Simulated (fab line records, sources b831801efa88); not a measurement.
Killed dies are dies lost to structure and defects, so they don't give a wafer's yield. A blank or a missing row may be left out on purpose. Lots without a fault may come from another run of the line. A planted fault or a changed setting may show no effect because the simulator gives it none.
fab line records | flow sfq_line | part 2 of 2: steps 27 to 37 of 37
record lots=5 wafers=15 last_day=94
route steps=325 shown M4@150 I4@163 JJ@178
lots that met no fault: from a run of the same line without faults
start_h: hours from the record's first day to the start of the lot's first wafer shown | wait_h: hours since the lot's step before | " the same as in the row above | L1.1+2: a row that stands for several wafers | - no value, or no start given | * or withheld: withheld | < > ~ a bound
route shown NAME@n: a module of which the file shows steps, and the number in the route of the first | usual: mean/standard deviation of fault-free wafers | same: alike in all rows | chamber/n: place in a boat | sites: the reading at each site | _std_site: their standard deviation | _edge_site: outer sites' mean less inner sites' | radius_mm: how far each site lies from the wafer's centre | mask NAME#n: copy n | behind: the tool/chamber that last shaped the wafer | hold: why the lot was held/for how many hours/how that ended | device: the transistor (n, p or np) that didn't switch | end of line: the same wafers' tests at the end of the route | a step without rows: its recipe alone | killed: dies lost to structure and defects at the first sort, not the wafer's yield | map: a wafer's dies, x killed, . not, _ none there
set.NAME: the setting as run; set.NAME@STEP: as run at that earlier step | model.NAME: the simulator's own value behind a step, which no gauge read
lots at some steps of the route; a table a step, a row a wafer
services: from which hour (start_h, from the record's first day; less than 0 if before it) a tool's chamber was out of use, for how many hours, and why
## steps
# step SFQ_TRILAYER_I4_VIA_STRIP_SOLV_CLEAN_108
# recipe chemistry=NMP temp_c=70 time_s=600
# usual temp_c=70.00/0.12
# columns lot.wafer tool chamber start_h wait_h temp_c
L078.2 wet_bench-04 4 1443.01 0.4 69.92
L078.4 " 1 " " 69.90
L078.5 " 3 " " 70.00
L079.1 wet_bench-01 0 1464.61 0.4 70.06
L079.2 " 5 " " 70.14
L079.3 " 6 " " 70.20
L088.1 wet_bench-01 2 1550.18 0.4 70.08
L088.2 " 4 " " 69.95
L088.4 " 5 " " 69.84
L090.3 wet_bench-02 3 1565.91 0.2 70.26
L090.4 " 7 " " 69.82
L090.5 " 4 " " 70.00
L096.4 wet_bench-04 7 1591.11 0.2 70.04
L096.5 " 5 " " 70.01
L096.6 " 4 " " 69.77
# step SFQ_TRILAYER_JJ_TRILAYER_DEP_PRE_CLEAN_113
# recipe gas=Ar time_s=22.5 bias_v=250
# columns lot.wafer tool chamber start_h wait_h
L078.2+4+5 pvd_sputter-04 - 1443.18 0.0
L079.1+2+3 pvd_sputter-04 - 1464.78 0.0
L088.1+2+4 pvd_sputter-04 - 1550.36 0.0
L090.3+4+5 pvd_sputter-05 - 1566.08 0.0
L096.4+5+6 pvd_sputter-05 - 1591.28 0.0
# step SFQ_TRILAYER_JJ_TRILAYER_DEP_SPUTTER_109
# recipe material=Nb base_pressure_pa=1.33e-06 chamber_pressure_pa=0.1333 substrate_temp_c=20 target_thk_nm=150 power_w=2000 time_s=100
# usual throttle_valve_pct=30.2/0.99
# columns lot.wafer tool chamber start_h wait_h throttle_valve_pct
L078.2 pvd_sputter-04 - 1443.21 0.0 29.3
L078.4 " - " " 29.5
L078.5 " - " " 29.5
L079.1 pvd_sputter-04 - 1464.81 0.0 29.8
L079.2 " - " " 29.3
L079.3 " - " " 29.8
L088.1 pvd_sputter-04 - 1550.39 0.0 30.7
L088.2 " - " " 29.3
L088.4 " - " " 29.6
L090.3 pvd_sputter-05 - 1566.11 0.0 31.3
L090.4 " - " " 28.0
L090.5 " - " " 28.2
L096.4 pvd_sputter-05 - 1591.31 0.0 28.0
L096.5 " - " " 31.0
L096.6 " - " " 31.7
# step SFQ_TRILAYER_JJ_TRILAYER_DEP_SPUTTER_110
# recipe material=Al base_pressure_pa=1.33e-06 target_thk_nm=8 power_w=500 time_s=10 chamber_pressure_pa=0.4
# usual throttle_valve_pct=30.2/1
# columns lot.wafer tool chamber start_h wait_h throttle_valve_pct
L078.2 pvd_sputter-04 - 1443.28 0.0 29.2
L078.4 " - " " 29.3
L078.5 " - " " 29.5
L079.1 pvd_sputter-04 - 1464.88 0.0 29.9
L079.2 " - " " 29.3
L079.3 " - " " 29.3
L088.1 pvd_sputter-04 - 1550.46 0.0 30.6
L088.2 " - " " 29.8
L088.4 " - " " 29.8
L090.3 pvd_sputter-05 - 1566.18 0.0 31.4
L090.4 " - " " 27.7
L090.5 " - " " 27.9
L096.4 pvd_sputter-05 - 1591.38 0.0 27.9
L096.5 " - " " 31.2
L096.6 " - " " 31.4
# step SFQ_TRILAYER_JJ_TRILAYER_DEP_AL_OXIDATION_111
# recipe pressure_mbar=0.014667 oxidation_time_s=600 temperature_k=293
# columns lot.wafer tool chamber start_h wait_h
L078.2+4+5 pvd_sputter-04 - 1443.31 0.0
L079.1+2+3 pvd_sputter-04 - 1464.91 0.0
L088.1+2+4 pvd_sputter-04 - 1550.48 0.0
L090.3+4+5 pvd_sputter-05 - 1566.21 0.0
L096.4+5+6 pvd_sputter-05 - 1591.41 0.0
# step SFQ_TRILAYER_JJ_TRILAYER_DEP_SPUTTER_112
# recipe material=Nb base_pressure_pa=1.33e-06 chamber_pressure_pa=0.1333 substrate_temp_c=20 target_thk_nm=170 power_w=2000 time_s=113.3
# usual throttle_valve_pct=30.2/1
# columns lot.wafer tool chamber start_h wait_h throttle_valve_pct
L078.2 pvd_sputter-04 - 1444.31 0.5 29.4
L078.4 " - " " 29.2
L078.5 " - " " 29.3
L079.1 pvd_sputter-04 - 1465.91 0.5 29.7
L079.2 " - " " 29.3
L079.3 " - " " 29.3
L088.1 pvd_sputter-04 - 1551.48 0.5 30.6
L088.2 " - " " 29.3
L088.4 " - " " 29.9
L090.3 pvd_sputter-05 - 1567.21 0.5 31.4
L090.4 " - " " 28.0
L090.5 " - " " 27.9
L096.4 pvd_sputter-05 - 1592.41 0.5 27.9
L096.5 " - " " 30.7
L096.6 " - " " 31.5
# step SFQ_JJ_RS_MEAS_929
# recipe thk_meas_gauge=four-point-probe reads=Nb_of_TRILAYER_JJ_TRILAYER_DEP_SPUTTER_112
# usual JJ_NB_RS=1.049/0.012
# columns lot.wafer tool chamber start_h wait_h JJ_NB_RS[ohm/sq]
L078.2 film_metro-03 - 1444.40 0.1 1.044
L078.4 " - " " 1.037
L078.5 " - " " 1.045
L079.1 film_metro-03 - 1465.98 0.0 1.039
L079.2 " - " " 1.051
L079.3 " - " " 1.046
L088.1 film_metro-03 - 1551.56 0.0 1.053
L088.2 " - " " 1.053
L088.4 " - " " 1.060
L090.3 film_metro-03 - 1567.32 0.1 1.034
L090.4 " - " " 1.054
L090.5 " - " " 1.053
L096.4 film_metro-03 - 1592.54 0.1 1.043
L096.5 " - " " 1.057
L096.6 " - " " 1.045
# step SFQ_TRILAYER_JJ_CE_LITHO_COAT_119
# recipe resist=BARC spin_rpm=3000 resist_thk_nm=62
# columns lot.wafer tool chamber start_h wait_h
L078.2+4+5 litho_track-02 0 1444.61 0.1
L079.1+2+3 litho_track-04 0 1466.16 0.1
L088.1+2+4 litho_track-01 0 1551.79 0.1
L090.3+4+5 litho_track-02 0 1567.56 0.1
L096.4+5+6 litho_track-01 0 1592.81 0.2
# step SFQ_TRILAYER_JJ_CE_LITHO_COAT_114
# recipe resist=KrF spin_rpm=3000 resist_thk_nm=600
# columns lot.wafer tool chamber start_h wait_h
L078.2+4+5 litho_track-02 0 1444.91 0.2
L079.1+2+3 litho_track-04 0 1466.46 0.2
L088.1+2+4 litho_track-01 0 1552.09 0.2
L090.3+4+5 litho_track-02 0 1567.86 0.2
L096.4+5+6 litho_track-01 0 1593.11 0.2
# step SFQ_TRILAYER_JJ_CE_LITHO_SOFTBAKE_118
# recipe temp_c=withheld time_s=withheld resist=KrF
# columns lot.wafer tool chamber start_h wait_h
L078.2+4+5 litho_track-02 0 1445.19 0.2
L079.1+2+3 litho_track-04 0 1466.76 0.2
L088.1+2+4 litho_track-01 0 1552.39 0.2
L090.3+4+5 litho_track-02 0 1568.11 0.2
L096.4+5+6 litho_track-01 0 1593.34 0.2
# step SFQ_TRILAYER_JJ_CE_LITHO_EXPOSE_115
# recipe mask_id=J5 na=0.6 source_shape=conventional sigma_outer=0.65 target_cd_nm=700 dose_mj=14.4
# usual exposure_dose_mJ_cm2=14.400/0.013 stage_vel_mm_s=500.03/0.23
# same na=0.6
# columns lot.wafer tool chamber start_h wait_h mask exposure_dose_mJ_cm2 stage_vel_mm_s
L078.2 krf_scanner-01 0 1546.89 - J5#0 14.407 500.00
L078.4 " 0 " " J5#0 14.387 499.75
L078.5 " 0 " " J5#0 14.400 499.88
L079.1 krf_scanner-01 0 1559.89 - J5#0 14.411 500.11
L079.2 " 0 " " J5#0 14.410 500.38
L079.3 " 0 " " J5#0 14.402 500.27
L088.1 krf_scanner-01 0 1659.23 - J5#0 14.392 500.38
L088.2 " 0 " " J5#0 14.387 500.19
L088.4 " 0 " " J5#0 14.383 499.89
L090.3 krf_scanner-01 0 1677.63 - J5#0 14.384 499.74
L090.4 " 0 " " J5#0 14.397 500.27
L090.5 " 0 " " J5#0 14.387 500.11
L096.4 krf_scanner-01 0 1700.63 - J5#0 14.406 499.81
L096.5 " 0 " " J5#0 14.392 500.00
L096.6 " 0 " " J5#0 14.380 499.85
## services
# columns tool chamber start_h hours kind
krf_scanner-01 - 1197.21 1.0 pm
krf_scanner-01 - 1231.95 0.3 repair
krf_scanner-01 - 1257.40 1.3 pm
krf_scanner-01 - 1289.92 3.6 pm
krf_scanner-01 - 1315.87 0.8 pm
rie_metal-02 - 1361.96 1.5 repair
pvd_sputter-04 - 1362.15 16.5 repair
pvd_sputter-04 - 1363.16 2.1 repair
krf_scanner-01 - 1365.68 1.0 pm
pvd_sputter-04 - 1378.56 2.3 repair
krf_scanner-01 - 1433.39 1.3 pm
rie_metal-02 - 1453.42 0.2 repair
krf_scanner-01 - 1466.88 0.2 repair
pvd_sputter-04 - 1471.40 2.2 repair
pvd_sputter-05 - 1483.52 2.3 repair
pvd_sputter-04 - 1485.68 1.0 repair
krf_scanner-01 - 1491.24 0.8 pm
rie_metal-02 - 1504.21 0.7 repair
krf_scanner-01 - 1505.55 4.0 pm
krf_scanner-01 - 1510.26 0.2 repair
pvd_sputter-04 - 1510.94 8.3 repair
krf_scanner-01 - 1516.48 0.3 repair
pvd_sputter-05 - 1524.43 1.0 repair
rie_metal-02 1 1546.70 27.2 repair
